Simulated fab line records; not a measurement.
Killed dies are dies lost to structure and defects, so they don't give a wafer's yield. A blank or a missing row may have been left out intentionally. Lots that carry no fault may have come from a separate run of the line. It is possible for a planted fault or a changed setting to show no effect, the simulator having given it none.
fab line records | flow sky130 | part 2 of 2: steps 25 to 33 of 33
record lots=5 | wafers=15 | lastDay=49
route steps=708 shown VT_ADJUST_NCORE@124 VT_ADJUST_HVTR@131 VT_ADJUST_PCH@143 SONOS_TUNNEL@154
lots with no fault: from the same line, run without faults
startH: hours from the record's opening day to when the first of the lot's shown wafers began | waitH: how many hours have passed since the lot's step before this one | " identical to the entry in the row above | L1.1+2: several wafers, shown together as one row | - either no value or no given start | * or withheld: withheld | < > ~ a bound
route shown NAME@n: NAME is a module with steps in the file, n the number in the route of the first one | usual: the fault-free wafers' mean and standard deviation | same: alike in all rows | chamber/n: place in a boat | sites: the reading at each site | _std_site: their standard deviation | _edge_site: the outer-site mean with the inner-site mean subtracted | radiusMm: how far each site lies from the wafer's centre | mask NAME#n: copy n | behind: the tool/chamber that last shaped the wafer | hold: why the lot went on hold/how many hours it stayed there/how the hold came to an end | device: names the non-switching transistor (n, p or np) | end of line: tests run on the same wafers once the route is complete | a step without rows: its recipe alone | killed: at the first sort, the dies lost to defects and structure; wafer yield is something else | map: shows each die of a wafer: x if killed, . if not, _ if none is there
set.NAME: the run value of the setting; set.NAME@STEP: its run value at that earlier step | model.NAME: the simulator's own value behind a step, which no gauge read
lots at some steps of the route; a table a step, a row a wafer
services: the hour from which a tool's chamber was out of use, counted from the record's first day as startH (under 0 if before that day), plus the number of hours and why
## steps
# step SKY_VT_ADJUST_PCH_PEB_05
# recipe tempC=115 | timeS=withheld
# usual chillPlateTempC=22.99/0.1 | exhaustPa=45.0/0.91
lot.wafer | tool          | chamber | startH | waitH | chillPlateTempC | exhaustPa
L081.1    | lithoTrack-04 | 0       | -      | -     | 23.04           | 45.4
L081.2    | "             | 0       | "      | "     | 22.89           | 43.6
L081.5    | "             | 0       | "      | "     | 22.98           | 44.8
L085.2    | lithoTrack-04 | 0       | -      | -     | 23.00           | 44.7
L085.3    | "             | 0       | "      | "     | 22.79           | 45.5
L085.4    | "             | 0       | "      | "     | 22.86           | 44.3
L086.1    | lithoTrack-04 | 0       | -      | -     | 23.12           | 45.8
L086.3    | "             | 0       | "      | "     | 23.10           | 44.8
L086.6    | "             | 0       | "      | "     | 22.88           | 45.0
L088.1    | lithoTrack-01 | 0       | -      | -     | 23.03           | 45.6
L088.4    | "             | 0       | "      | "     | 22.99           | 45.1
L088.5    | "             | 0       | "      | "     | 22.88           | 46.6
L090.1    | lithoTrack-04 | 0       | -      | -     | 23.03           | 43.9
L090.5    | "             | 0       | "      | "     | 23.00           | 44.4
L090.6    | "             | 0       | "      | "     | 22.90           | 44.6
# step SKY_VT_ADJUST_PCH_DEVELOP_06
# recipe wallAngleDeg=90 | developer=TMAH | developTimeS=60 | devTempC=23
# usual chillPlateTempC=23.02/0.1 | developerTempC=23.02/0.096 | exhaustPa=44.8/0.87
lot.wafer | tool          | chamber | startH | waitH | chillPlateTempC | developerTempC | exhaustPa
L081.1    | lithoTrack-04 | 0       | -      | -     | 22.88           | 22.86          | 43.5
L081.2    | "             | 0       | "      | "     | 23.10           | 23.02          | 43.5
L081.5    | "             | 0       | "      | "     | 23.04           | 23.09          | 44.0
L085.2    | lithoTrack-04 | 0       | -      | -     | 23.17           | 23.09          | 44.4
L085.3    | "             | 0       | "      | "     | 23.10           | 23.14          | 43.9
L085.4    | "             | 0       | "      | "     | 23.14           | 23.18          | 47.0
L086.1    | lithoTrack-04 | 0       | -      | -     | 22.97           | 23.08          | 44.4
L086.3    | "             | 0       | "      | "     | 22.96           | 23.12          | 44.6
L086.6    | "             | 0       | "      | "     | 22.99           | 22.96          | 44.7
L088.1    | lithoTrack-01 | 0       | -      | -     | 23.05           | 22.92          | 46.5
L088.4    | "             | 0       | "      | "     | 23.24           | 23.02          | 45.5
L088.5    | "             | 0       | "      | "     | 22.95           | 23.15          | 45.5
L090.1    | lithoTrack-04 | 0       | -      | -     | 23.00           | 23.01          | 43.8
L090.5    | "             | 0       | "      | "     | 23.09           | 23.03          | 44.8
L090.6    | "             | 0       | "      | "     | 22.84           | 23.04          | 45.5
# step SKY_VT_ADJUST_PCH_OVL_MEAS_07
# usual VT_ADJUST_PCH_OVL=0.4/1.2
lot.wafer | tool       | chamber | startH | waitH | VT_ADJUST_PCH_OVL[nm]
L081.1    | overlay-01 | -       | 282.32 | -     | 0.5
L081.2    | "          | -       | "      | "     | 2.2
L081.5    | "          | -       | "      | "     | -0.5
L085.2    | overlay-01 | -       | 320.68 | -     | -1.5
L085.3    | "          | -       | "      | "     | 0.6
L085.4    | "          | -       | "      | "     | -0.8
L086.1    | overlay-02 | -       | 332.37 | -     | -0.6
L086.3    | "          | -       | "      | "     | 0.6
L086.6    | "          | -       | "      | "     | 0.1
L088.1    | overlay-01 | -       | 340.76 | -     | -0.2
L088.4    | "          | -       | "      | "     | 2.7
L088.5    | "          | -       | "      | "     | 1.5
L090.1    | overlay-02 | -       | 353.37 | -     | -0.3
L090.5    | "          | -       | "      | "     | -1.5
L090.6    | "          | -       | "      | "     | 1.2
# step SKY_VT_ADJUST_PCH_IMPLANT_08
# recipe species=B | energyKev=10 | doseCm2=5e+11 | tiltDeg=withheld
lot.wafer  | tool         | chamber | startH | waitH
L081.1+2+5 | implanter-01 | 0       | 282.36 | 0.0
L085.2+3+4 | implanter-04 | 0       | 320.73 | 0.0
L086.1+3+6 | implanter-03 | 0       | 332.41 | 0.0
L088.1+4+5 | implanter-03 | 0       | 340.80 | 0.0
L090.1+5+6 | implanter-03 | 0       | 353.41 | 0.0
# step SKY_VT_ADJUST_PCH_STRIP_09
# recipe chemistry=O2/N2 | powerW=1400 | pressureMtorr=1500 | platenTempC=withheld | o2FlowSccm=3000 | n2FlowSccm=300 | overashFraction=0.5
# usual drypumpMotorCurrentA=5.6/0.45 | oesProductAu=0.722/0.0044 | stripTimeToEndpointS=36.94/0.094
lot.wafer | tool           | chamber | startH | waitH | drypumpMotorCurrentA | oesProductAu | rfHoursCounterH | stripTimeToEndpointS
L081.1    | plasmaAsher-02 | 0       | 282.51 | 0.1   | 5.8                  | 0.732        | 62              | 36.95
L081.2    | "              | 1       | "      | "     | 5.8                  | 0.723        | 62              | 36.89
L081.5    | "              | 1       | "      | "     | 5.8                  | 0.718        | -               | 37.02
L085.2    | plasmaAsher-01 | 0       | 320.86 | 0.1   | 5.0                  | 0.718        | 18              | 36.85
L085.3    | "              | 0       | "      | "     | 4.9                  | 0.718        | -               | 36.83
L085.4    | "              | 1       | "      | "     | 5.4                  | 0.720        | -               | 36.88
L086.1    | plasmaAsher-03 | 1       | 332.56 | 0.1   | 6.3                  | 0.713        | 53              | 36.80
L086.3    | "              | 0       | "      | "     | 6.1                  | 0.710        | -               | 36.73
L086.6    | "              | 0       | "      | "     | 6.1                  | 0.717        | -               | 36.83
L088.1    | plasmaAsher-02 | 1       | 340.95 | 0.1   | 5.8                  | 0.727        | 68              | 36.93
L088.4    | "              | 0       | "      | "     | 5.8                  | 0.720        | -               | 36.87
L088.5    | "              | 1       | "      | "     | 5.8                  | 0.718        | -               | 36.87
L090.1    | plasmaAsher-03 | 1       | 353.56 | 0.1   | 6.2                  | 0.729        | 55              | 36.96
L090.5    | "              | 1       | "      | "     | 6.3                  | 0.726        | -               | 36.84
L090.6    | "              | 0       | "      | "     | 6.1                  | 0.721        | -               | 36.91
# step SKY_VT_ADJUST_PCH_TW_MEAS_10
# usual VT_ADJUST_PCH_TW=143.3/1.2
lot.wafer | tool         | chamber | startH | waitH | VT_ADJUST_PCH_TW
L081.1    | filmMetro-02 | -       | 282.61 | 0.1   | 143.9
L081.2    | "            | -       | "      | "     | 143.8
L081.5    | "            | -       | "      | "     | 143.4
L085.2    | filmMetro-01 | -       | 320.97 | 0.1   | 144.7
L085.3    | "            | -       | "      | "     | 144.5
L085.4    | "            | -       | "      | "     | 145.5
L086.1    | filmMetro-03 | -       | 332.66 | 0.1   | 141.1
L086.3    | "            | -       | "      | "     | 142.0
L086.6    | "            | -       | "      | "     | 141.2
L088.1    | filmMetro-01 | -       | 341.05 | 0.1   | 145.6
L088.4    | "            | -       | "      | "     | 145.3
L088.5    | "            | -       | "      | "     | 145.5
L090.1    | filmMetro-01 | -       | 353.66 | 0.1   | 144.7
L090.5    | "            | -       | "      | "     | 145.2
L090.6    | "            | -       | "      | "     | 145.5
# step SKY_SONOS_TUNNEL_DEHYDRATE_00
# recipe tempC=200 | timeS=60
# usual chillPlateTempC=23.03/0.092 | exhaustPa=45.0/0.89
# same timeS=60
lot.wafer | tool          | chamber | startH | waitH | chillPlateTempC | exhaustPa
L081.1    | lithoTrack-02 | 0       | 294.82 | 12.2  | 23.10           | 44.3
L081.2    | "             | 0       | "      | "     | 23.14           | 45.2
L081.5    | "             | 0       | "      | "     | 23.25           | 44.9
L085.2    | lithoTrack-03 | 0       | 333.38 | 12.4  | 23.05           | 45.1
L085.3    | "             | 0       | "      | "     | 23.04           | 45.9
L085.4    | "             | 0       | "      | "     | 23.14           | 47.3
L086.1    | lithoTrack-01 | 0       | 344.96 | 12.3  | 23.03           | 46.1
L086.3    | "             | 0       | "      | "     | 23.09           | 46.1
L086.6    | "             | 0       | "      | "     | 22.93           | 45.9
L088.1    | lithoTrack-01 | 0       | 353.16 | 12.1  | 23.15           | 44.6
L088.4    | "             | 0       | "      | "     | 23.13           | 45.1
L088.5    | "             | 0       | "      | "     | 23.17           | 43.9
L090.1    | lithoTrack-03 | 0       | 367.40 | 13.7  | 22.91           | 46.0
L090.5    | "             | 0       | "      | "     | 22.96           | 44.7
L090.6    | "             | 0       | "      | "     | 22.97           | 44.5
# step SKY_SONOS_TUNNEL_HMDS_01
# recipe primeTimeS=60 | primeTempC=120
# usual chillPlateTempC=23.03/0.099 | exhaustPa=45.0/0.82
lot.wafer | tool          | chamber | startH | waitH | chillPlateTempC | exhaustPa
L081.1    | lithoTrack-02 | 0       | 294.97 | 0.1   | 23.04           | 44.0
L081.2    | "             | 0       | "      | "     | 23.14           | 44.7
L081.5    | "             | 0       | "      | "     | 23.30           | 44.5
L085.2    | lithoTrack-03 | 0       | 333.53 | 0.1   | 22.92           | 45.4
L085.3    | "             | 0       | "      | "     | 23.01           | 45.7
L085.4    | "             | 0       | "      | "     | 22.96           | 45.3
L086.1    | lithoTrack-01 | 0       | 345.11 | 0.1   | 22.98           | 45.5
L086.3    | "             | 0       | "      | "     | 23.01           | 45.1
L086.6    | "             | 0       | "      | "     | 22.97           | 45.8
L088.1    | lithoTrack-01 | 0       | 353.31 | 0.1   | 23.04           | 44.6
L088.4    | "             | 0       | "      | "     | 23.10           | 43.1
L088.5    | "             | 0       | "      | "     | 23.17           | 45.0
L090.1    | lithoTrack-03 | 0       | 367.55 | 0.1   | 23.07           | 43.9
L090.5    | "             | 0       | "      | "     | 23.02           | 44.7
L090.6    | "             | 0       | "      | "     | 22.88           | 44.1
# step SKY_SONOS_TUNNEL_COAT_02
# recipe resist=NOVOLAK | spinRpm=3000 | resistThkNm=1140
# usual chillPlateTempC=22.97/0.099 | exhaustPa=45.0/0.9
lot.wafer | tool          | chamber | startH | waitH | chillPlateTempC | exhaustPa
L081.1    | lithoTrack-02 | 0       | 295.12 | 0.1   | 22.85           | 45.7
L081.2    | "             | 0       | "      | "     | 22.88           | 45.3
L081.5    | "             | 0       | "      | "     | 23.05           | 46.0
L085.2    | lithoTrack-03 | 0       | 333.68 | 0.1   | 23.08           | 45.2
L085.3    | "             | 0       | "      | "     | 23.10           | 44.8
L085.4    | "             | 0       | "      | "     | 23.03           | 44.7
L086.1    | lithoTrack-01 | 0       | 345.26 | 0.1   | 22.88           | 45.6
L086.3    | "             | 0       | "      | "     | 22.87           | 44.8
L086.6    | "             | 0       | "      | "     | 22.91           | 45.3
L088.1    | lithoTrack-01 | 0       | 353.46 | 0.1   | 23.23           | 45.7
L088.4    | "             | 0       | "      | "     | 23.10           | 44.8
L088.5    | "             | 0       | "      | "     | 22.83           | 46.1
L090.1    | lithoTrack-03 | 0       | 367.70 | 0.1   | 23.06           | 45.4
L090.5    | "             | 0       | "      | "     | 22.98           | 45.6
L090.6    | "             | 0       | "      | "     | 23.02           | 45.3
## services
tool            | chamber | startH | hours | kind
plasmaAsher-04  | -       | 221.36 | 5.4   | repair
plasmaAsher-01  | -       | 229.66 | 2.8   | pm
ilineStepper-01 | -       | 235.34 | 1.7   | pm
plasmaAsher-03  | -       | 239.59 | 0.5   | repair
plasmaAsher-04  | -       | 244.13 | 2.8   | pm
plasmaAsher-04  | -       | 246.92 | 1.7   | repair
ilineStepper-02 | -       | 247.65 | 1.5   | repair
plasmaAsher-04  | -       | 255.54 | 11.1  | repair
implanter-02    | -       | 277.86 | 0.8   | repair
plasmaAsher-04  | -       | 292.17 | 8.3   | repair
ilineStepper-01 | 0       | 292.80 | -     | calibration
ilineStepper-02 | 0       | 293.65 | -     | calibration
implanter-02    | -       | 301.30 | 4.2   | pm
ilineStepper-01 | -       | 323.88 | 2.1   | pm
ilineStepper-01 | -       | 325.96 | -     | consumableReplace:lamp
lithoTrack-04   | -       | 329.12 | -     | consumableReplace:filter
plasmaAsher-04  | -       | 340.08 | 15.6  | pm
implanter-03    | -       | 352.32 | 1.0   | repair
plasmaAsher-04  | -       | 360.80 | 8.6   | repair
